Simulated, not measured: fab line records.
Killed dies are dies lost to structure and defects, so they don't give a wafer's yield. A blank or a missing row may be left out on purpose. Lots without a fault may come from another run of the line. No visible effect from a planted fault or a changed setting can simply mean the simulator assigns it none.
Which tool was responsible? -- flow sky130 -- 10 lots with 30 wafers sampled at 7 steps, on a route of 708 steps

WHAT THE GAUGES READ, wafer by wafer
SKY_VIA1_THK_MEAS_01.
lot,measured,on,VIA1_HDPCVD_THK (nm)
L994,day 32 23:38,film-metro-02,1021 1012 1029
L995,day 33 07:35,film-metro-03,1036 1038 1003
L996,day 33 10:19,film-metro-04,1021 1029 1014
L107,day 37 04:32,film-metro-02,1027 1023 1017
L109,day 37 10:46,film-metro-02,1036 1021 1024
L111,day 38 07:09,film-metro-04,1040 1018 1034
L112,day 38 16:19,film-metro-03,1018 1040 1019
L113,day 38 20:28,film-metro-02,1020 1018 1012
L114,day 39 02:34,film-metro-03,1025 1020 1015
L116,day 39 13:32,film-metro-03,1028 1044 1039

SKY_VIA1_RS_MEAS_22: measures by four-point-probe.
lot,measured,on,VIA1_W_RS (ohm/sq)
L994,day 34 03:38,film-metro-03,0.426 0.420 0.426
L995,day 34 12:19,film-metro-03,0.423 0.428 0.423
L996,day 34 14:43,film-metro-02,0.436 0.432 0.528
L107,day 38 08:46,film-metro-03,0.425 0.427 0.419
L109,day 38 14:31,film-metro-04,0.427 0.432 0.427
L111,day 39 09:44,film-metro-02,0.426 0.437 0.424
L112,day 39 18:26,film-metro-02,0.434 0.423 0.428
L113,day 39 23:06,film-metro-04,0.430 0.421 0.434
L114,day 40 04:15,film-metro-04,0.429 0.418 0.426
L116,day 40 16:11,film-metro-03,0.414 0.410 0.413

SKY_VIA1_THK_MEAS_23: measures by xrf.
lot,measured,on,VIA1_W_THK (nm)
L994,day 34 03:45,film-metro-03,265 270 264
L995,day 34 12:24,film-metro-03,267 264 267
L996,day 34 14:49,film-metro-02,255 256 213
L107,day 38 08:53,film-metro-03,265 265 270
L109,day 38 14:37,film-metro-04,264 261 264
L111,day 39 09:50,film-metro-02,264 256 263
L112,day 39 18:32,film-metro-02,258 264 259
L113,day 39 23:13,film-metro-04,263 269 260
L114,day 40 04:22,film-metro-04,262 269 264
L116,day 40 16:18,film-metro-03,274 276 275

SKY_VIA2_THK_MEAS_01.
lot,measured,on,VIA2_HDPCVD_THK (nm)
L994,day 35 07:02,film-metro-04,1176 1157 1188
L995,day 35 16:19,film-metro-01,1201 1211 1209
L996,day 35 18:57,film-metro-02,1178 1170 1167
L107,day 39 12:19,film-metro-01,1191 1202 1179
L109,day 39 18:35,film-metro-01,1189 1182 1180
L111,day 40 12:04,film-metro-04,1184 1189 1178
L112,day 40 21:31,film-metro-01,1166 1180 1168
L113,day 41 02:08,film-metro-04,1169 1170 1168
L114,day 41 07:35,film-metro-04,1165 1172 1187
L116,day 41 19:12,film-metro-04,1201 1199 1186

EACH LOT AND THE TOOL THAT RAN IT (in order: tool; ch and the chambers of the sampled wafers; start)
lot,SKY_METAL1_STRIP_20,SKY_VIA1_CVD_21,SKY_VIA1_CMP_24
L994,"plasma-asher-02 ch 0,1, day 32 22:55","cvd-w-01 ch 0,1, day 34 03:31","cmp-01 ch 0,1,3, day 34 03:54"
L995,"plasma-asher-02 ch 0,1, day 33 06:50","cvd-w-01 ch 0,1, day 34 12:11","cmp-02 ch 0,1,2, day 34 12:35"
L996,"plasma-asher-02 ch 0,1, day 33 09:35","cvd-w-01 ch 0,1, day 34 14:37","cmp-02 ch 0,3, day 34 14:52"
L107,"plasma-asher-03 ch 0,1, day 37 03:48","cvd-w-01 ch 0,1, day 38 08:40","cmp-01 ch 0,1,2, day 38 09:03"
L109,"plasma-asher-03 ch 1, day 37 10:01","cvd-w-01 ch 0,1, day 38 14:24","cmp-02 ch 0,1, day 38 14:40"
L111,"plasma-asher-01 ch 0,1, day 38 06:26","cvd-w-02 ch 0,1, day 39 09:37","cmp-01 ch 0,1, day 39 09:55"
L112,"plasma-asher-03 ch 0,1, day 38 15:32","cvd-w-02 ch 0,1, day 39 18:20","cmp-02 ch 0,2,3, day 39 18:35"
L113,"plasma-asher-03 ch 0,1, day 38 19:20","cvd-w-02 ch 0,1, day 39 23:01","cmp-01 ch 0,1, day 39 23:20"
L114,"plasma-asher-02 ch 0,1, day 39 01:52","cvd-w-01 ch 0,1, day 40 04:10","cmp-01 ch 0,2,3, day 40 04:26"
L116,"plasma-asher-03 ch 0,1, day 39 12:19","cvd-w-01 ch 0,1, day 40 16:04","cmp-01 ch 0,1,3, day 40 16:37"
- SKY_METAL1_STRIP_20: strips in O2/N2.
- SKY_VIA1_CVD_21: deposits W, target thk 270 nm, time 80.902 s.
- SKY_VIA1_CMP_24: polishes, stops on SiO2, t overpolish 15 s, target thk 0 nm.

AS READ BY THE TOOLS THEMSELVES (means over the sampled wafers that have a number; for cases with no such wafer, the mark the record gives instead)
SKY_METAL1_STRIP_20.
lot,tool,drypump-motor-current-A (A),oes-product-au (a.u.),strip-time-to-endpoint-s (s)
L994,plasma-asher-02,5.4,0.344,2.74
L995,plasma-asher-02,5.4,0.344,2.70
L996,plasma-asher-02,5.4,0.342,2.69
L107,plasma-asher-03,6.1,0.341,2.68
L109,plasma-asher-03,5.3,0.346,2.70
L111,plasma-asher-01,6.2,0.344,2.73
L112,plasma-asher-03,5.7,0.337,2.68
L113,plasma-asher-03,5.7,0.340,2.73
L114,plasma-asher-02,5.5,0.345,2.70
L116,plasma-asher-03,5.7,0.340,2.67

SKY_VIA1_CVD_21.
lot,tool,heater-power-w (W)
L994,cvd-w-01,812
L995,cvd-w-01,809
L996,cvd-w-01,818
L107,cvd-w-01,862
L109,cvd-w-01,821
L111,cvd-w-02,884
L112,cvd-w-02,962
L113,cvd-w-02,962
L114,cvd-w-01,800
L116,cvd-w-01,819

SKY_VIA1_CMP_24.
lot,tool,motor-current-A (A),time-to-endpoint-s (s)
L994,cmp-01,10.5,66
L995,cmp-02,10.6,67
L996,cmp-02,10.1,63
L107,cmp-01,10.6,67
L109,cmp-02,10.8,63
L111,cmp-01,10.3,65
L112,cmp-02,11.0,63
L113,cmp-01,10.1,69
L114,cmp-01,11.0,69
L116,cmp-01,10.8,67

THE ANSWER, worked out from the rows above alone
Rule: what is usual is taken from the lots themselves. The widest of any qualifying gaps counts: lots, ordered by their means at a reading, are off when they make up no more than a third of the lots, leave a main group of 4 or more, and stand apart from it by 3 or more times the standard deviation of that group's means. A main group whose means are all the same, to the digits that the tables above print for the reading, isn't used. A lot without any number at a reading at which 4 lots or more have one is off too. Any other lot the step has rows for is counted as sound. First the gauges in route order, then the tools' own readings, where a lot's mean is used as printed above. At the first step where some lot is off, the reading lying furthest off is the one used; lots without a number count as furthest.
Off: L996, at SKY_VIA1_RS_MEAS_22 (VIA1_W_RS). The main group: mean 0.425 ohm/sq, standard deviation 0.0049.
A tool fits if, at a process step before that reading, it ran every lot that is off, and no sound lot after the first of them. Those tools and the gauges at SKY_VIA1_RS_MEAS_22 are tried in the same way. None of those tried fits.

WHAT HAD BEEN PUT IN BY THE SIMULATOR
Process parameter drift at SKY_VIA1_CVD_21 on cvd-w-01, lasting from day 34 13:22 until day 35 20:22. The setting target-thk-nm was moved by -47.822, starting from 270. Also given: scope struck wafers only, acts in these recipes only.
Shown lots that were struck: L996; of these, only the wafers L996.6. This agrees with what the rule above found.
